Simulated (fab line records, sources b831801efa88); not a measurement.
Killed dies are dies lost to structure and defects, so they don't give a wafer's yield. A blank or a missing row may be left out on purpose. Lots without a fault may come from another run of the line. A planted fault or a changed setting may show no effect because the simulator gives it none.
Which tool did it? | flow sky130 | 24 lots, 72 wafers sampled, at 5 steps of a route of 708

WHAT THE GAUGES READ, wafer by wafer
SKY_SD_N_RS_MEAS_18: measures by four-point-probe.
lot  | measured     | on            | RES_XHIGH_RS (ohm/sq)
L074 | day 27 17:58 | film_metro-03 | 340.3 340.4 339.5
L075 | day 28 03:48 | film_metro-02 | 339.9 339.6 339.3
L076 | day 28 08:04 | film_metro-03 | 343.2 344.6 343.6
L077 | day 28 21:49 | film_metro-01 | 340.6 340.4 339.5
L078 | day 29 07:19 | film_metro-01 | 339.2 340.0 340.9
L079 | day 29 09:39 | film_metro-02 | 340.0 340.1 339.6
L080 | day 30 02:25 | film_metro-03 | 340.9 340.9 341.5
L081 | day 30 10:35 | film_metro-03 | 342.1 340.7 341.4
L082 | day 30 16:31 | film_metro-02 | 340.3 339.6 339.4
L083 | day 31 00:39 | film_metro-03 | 339.6 340.5 340.1
L084 | day 31 08:31 | film_metro-03 | 338.7 339.1 339.3
L085 | day 31 17:39 | film_metro-01 | 339.2 338.1 338.6
L086 | day 32 02:44 | film_metro-01 | 339.9 340.7 340.6
L087 | day 32 16:21 | film_metro-01 | 340.8 340.3 340.1
L089 | day 32 21:38 | film_metro-01 | 340.6 339.6 343.0
L088 | day 32 23:23 | film_metro-02 | 337.7 337.3 338.3
L091 | day 33 16:48 | film_metro-02 | 339.5 339.5 340.6
L092 | day 33 18:59 | film_metro-01 | 338.0 338.5 339.6
L090 | day 33 19:37 | film_metro-02 | 337.0 337.3 337.8
L093 | day 34 01:59 | film_metro-01 | 338.7 339.6 338.9
L094 | day 34 09:22 | film_metro-03 | 339.1 341.4 339.0
L095 | day 34 19:22 | film_metro-02 | 337.5 338.4 336.2
L096 | day 34 22:10 | film_metro-01 | 338.7 340.0 340.3
L097 | day 35 06:32 | film_metro-03 | 341.0 341.1 343.2

SKY_LI_CONTACT_CD_MEAS_12: target cd 170 nm.
lot  | measured     | on        | cd_nm (nm)
L074 | day 28 22:14 | cd_sem-01 | 169.6 169.6 170.3
L075 | day 29 07:55 | cd_sem-01 | 172.4 172.3 172.5
L076 | day 29 12:10 | cd_sem-01 | 173.0 172.0 172.8
L077 | day 30 02:38 | cd_sem-01 | 166.2 169.8 168.2
L078 | day 30 11:53 | cd_sem-01 | 170.4 170.3 170.1
L079 | day 30 13:52 | cd_sem-02 | 169.6 170.7 170.5
L080 | day 31 06:22 | cd_sem-01 | 172.3 172.5 170.9
L081 | day 31 14:19 | cd_sem-01 | 167.7 168.0 168.2
L082 | day 31 20:02 | cd_sem-01 | 169.6 170.2 169.6
L083 | day 32 04:01 | cd_sem-01 | 171.4 170.3 170.7
L084 | day 32 12:27 | cd_sem-02 | 170.0 171.2 167.8
L085 | day 32 21:01 | cd_sem-01 | 167.7 167.1 167.2
L086 | day 33 08:15 | cd_sem-02 | 168.6 168.1 169.8
L087 | day 33 19:59 | cd_sem-02 | 169.4 167.8 168.9
L089 | day 34 00:46 | cd_sem-01 | 168.2 167.9 168.1
L088 | day 34 02:04 | cd_sem-01 | 169.1 169.1 169.5
L091 | day 34 19:40 | cd_sem-02 | 169.2 167.4 170.0
L092 | day 34 22:02 | cd_sem-02 | 168.4 168.7 169.6
L090 | day 34 22:24 | cd_sem-02 | 171.1 169.8 171.1
L093 | day 35 05:20 | cd_sem-01 | 172.8 170.3 172.0
L094 | day 35 11:59 | cd_sem-02 | 171.6 169.4 171.6
L095 | day 35 22:31 | cd_sem-02 | 168.9 169.7 168.1
L096 | day 36 01:08 | cd_sem-01 | 170.8 170.0 169.7
L097 | day 36 09:23 | cd_sem-02 | 171.7 170.6 172.4

SKY_LOCAL_INTERCONNECT_OVL_MEAS_12.
lot  | measured     | on         | LOCAL_INTERCONNECT_OVL (nm)
L074 | day 30 03:36 | overlay-02 | 1 1 6
L075 | day 30 13:35 | overlay-02 | -2 -4 -1
L076 | day 30 17:27 | overlay-01 | 1 -7 -1
L077 | day 31 07:26 | overlay-01 | -10 0 -11
L078 | day 31 17:06 | overlay-01 | 3 5 -1
L079 | day 31 18:23 | overlay-01 | -4 2 4
L080 | day 32 10:53 | overlay-02 | 2 -5 5
L081 | day 32 18:41 | overlay-02 | 5 2 0
L082 | day 33 00:42 | overlay-01 | -2 -10 -1
L083 | day 33 08:56 | overlay-02 | -4 -4 -4
L084 | day 33 16:45 | overlay-02 | -5 -8 -6
L085 | day 34 01:20 | overlay-01 | 4 3 0
L086 | day 34 12:08 | overlay-02 | -3 -6 -4
L087 | day 34 23:10 | overlay-01 | 7 5 13
L089 | day 35 04:23 | overlay-02 | 0 1 -2
L088 | day 35 06:01 | overlay-02 | 1 -1 -1
L091 | day 36 00:11 | overlay-02 | 3 1 8
L092 | day 36 01:57 | overlay-02 | 3 2 4
L090 | day 36 02:36 | overlay-01 | 4 6 2
L093 | day 36 09:24 | overlay-02 | -1 3 5
L094 | day 36 15:47 | overlay-01 | 1 0 -2
L095 | day 37 02:17 | overlay-02 | 2 6 1
L096 | day 37 05:12 | overlay-02 | 7 4 3
L097 | day 37 13:06 | overlay-01 | 6 6 2

SKY_METAL1_OVL_MEAS_16.
lot  | measured     | on         | METAL1_OVL (nm)
L074 | day 32 13:15 | overlay-02 | 0 -1 8
L075 | day 32 23:03 | overlay-02 | -11 -17 -15
L076 | day 33 03:00 | overlay-01 | -1 2 -2
L077 | day 33 16:30 | overlay-01 | -5 -2 -3
L078 | day 34 01:24 | overlay-01 | 4 -4 -5
L079 | day 34 02:29 | overlay-02 | 3 6 2
L080 | day 34 19:03 | overlay-01 | -14 -8 -7
L081 | day 35 03:03 | overlay-01 | -1 -3 3
L082 | day 35 07:54 | overlay-01 | 8 10 3
L083 | day 35 17:56 | overlay-01 | -6 4 -7
L084 | day 36 00:48 | overlay-01 | 0 -8 1
L085 | day 36 09:20 | overlay-01 | 3 -2 8
L086 | day 36 19:44 | overlay-02 | -2 -4 -1
L087 | day 37 07:52 | overlay-02 | 3 1 -4
L089 | day 37 12:06 | overlay-02 | -4 -6 -1
L088 | day 37 14:04 | overlay-01 | -14 -10 -10
L091 | day 38 07:36 | overlay-01 | 4 -8 -18
L092 | day 38 10:05 | overlay-02 | -7 -8 0
L090 | day 38 11:03 | overlay-02 | 4 -3 2
L093 | day 38 16:57 | overlay-01 | 2 3 -1
L094 | day 39 00:02 | overlay-02 | 5 6 -4
L095 | day 39 09:54 | overlay-02 | 0 -9 -2
L096 | day 39 11:51 | overlay-02 | -5 -1 1
L097 | day 39 19:50 | overlay-01 | 1 -7 1

WHICH TOOL RAN EACH LOT (tool, then ch and the chambers of the sampled wafers, then the start)
lot  | SKY_LOCAL_INTERCONNECT_ETCH_13
L074 | rie_metal-02 ch 0,1, day 30 03:38
L075 | rie_metal-01 ch 0,1, day 30 13:38
L076 | rie_metal-03 ch 0,1, day 30 17:29
L077 | rie_metal-03 ch 0,1, day 31 07:28
L078 | rie_metal-02 ch 0,1, day 31 17:08
L079 | rie_metal-03 ch 0, day 31 18:25
L080 | rie_metal-01 ch 0,1, day 32 10:56
L081 | rie_metal-03 ch 0,1, day 32 18:43
L082 | rie_metal-02 ch 0, day 33 00:47
L083 | rie_metal-03 ch 0,1, day 33 08:59
L084 | rie_metal-03 ch 0,1, day 33 16:47
L085 | rie_metal-02 ch 0,1, day 34 01:22
L086 | rie_metal-03 ch 0,1, day 34 12:10
L087 | rie_metal-02 ch 0, day 34 23:14
L089 | rie_metal-02 ch 0, day 35 04:26
L088 | rie_metal-01 ch 0,1, day 35 06:03
L091 | rie_metal-01 ch 0, day 36 00:14
L092 | rie_metal-02 ch 0,1, day 36 01:59
L090 | rie_metal-01 ch 0, day 36 02:39
L093 | rie_metal-02 ch 0,1, day 36 09:26
L094 | rie_metal-01 ch 0, day 36 15:50
L095 | rie_metal-03 ch 0,1, day 37 02:19
L096 | rie_metal-03 ch 0,1, day 37 05:14
L097 | rie_metal-03 ch 0,1, day 37 13:08
- SKY_LOCAL_INTERCONNECT_ETCH_13: etches BARC in N2/H2, stops on SiO2, time 45.9 s, target depth 60 nm.

WHAT THE TOOLS THEMSELVES READ (means of the sampled wafers that have a number; where no wafer has one, the mark that the record gives instead)
SKY_LOCAL_INTERCONNECT_ETCH_13.
lot  | tool         | drypump_motor_current_A (A) | oes_product_au (a.u.) | throttle_valve_pct (%)
L074 | rie_metal-02 | 5.77                        | 0.855                 | 13.230
L075 | rie_metal-01 | 5.77                        | 0.853                 | 13.230
L076 | rie_metal-03 | 5.91                        | 0.848                 | 13.228
L077 | rie_metal-03 | 5.88                        | 0.861                 | 13.228
L078 | rie_metal-02 | 5.79                        | 0.853                 | 13.227
L079 | rie_metal-03 | 5.93                        | 0.857                 | 13.230
L080 | rie_metal-01 | 5.81                        | 0.855                 | 13.231
L081 | rie_metal-03 | 5.91                        | 0.855                 | 13.229
L082 | rie_metal-02 | 5.90                        | 0.858                 | 13.215
L083 | rie_metal-03 | 5.90                        | 0.852                 | 13.220
L084 | rie_metal-03 | 5.91                        | 0.860                 | 13.227
L085 | rie_metal-02 | 5.77                        | 0.856                 | 13.230
L086 | rie_metal-03 | 5.87                        | 0.860                 | 13.220
L087 | rie_metal-02 | 5.89                        | 0.855                 | 13.221
L089 | rie_metal-02 | 5.88                        | 0.850                 | 13.217
L088 | rie_metal-01 | 5.78                        | 0.856                 | 13.222
L091 | rie_metal-01 | 5.77                        | 0.855                 | 13.230
L092 | rie_metal-02 | 5.83                        | 0.855                 | 13.222
L090 | rie_metal-01 | 5.77                        | 0.855                 | 13.233
L093 | rie_metal-02 | 5.84                        | 0.858                 | 13.230
L094 | rie_metal-01 | 5.75                        | 0.856                 | 13.229
L095 | rie_metal-03 | 5.87                        | 0.853                 | 13.223
L096 | rie_metal-03 | 5.86                        | 0.859                 | 13.221
L097 | rie_metal-03 | 5.89                        | 0.853                 | 13.220

THE ANSWER, worked out from the rows above alone
Rule: what is usual is taken from the lots themselves. Put in order of their means at a reading, lots are off if they are a third of the lots or fewer, leave a main group of 4 or more, and stand apart from it by a gap of 3 or more times the standard deviation of the main group's means; of several such gaps the widest counts. A main group whose means are all the same, to the digits that the tables above print for the reading, isn't used. A lot without any number at a reading at which 4 lots or more have one is off too. The other lots that the step has rows for count as sound. The gauges are gone through in route order, then the tools' own readings, and for those a lot's mean is taken as printed above. The first step at which some lot is off is used, and at that step the reading that is off furthest; a lot without a number counts as furthest.
No lot is off at any reading shown: from this, nothing can be told.

WHAT THE SIMULATOR HAD PUT IN
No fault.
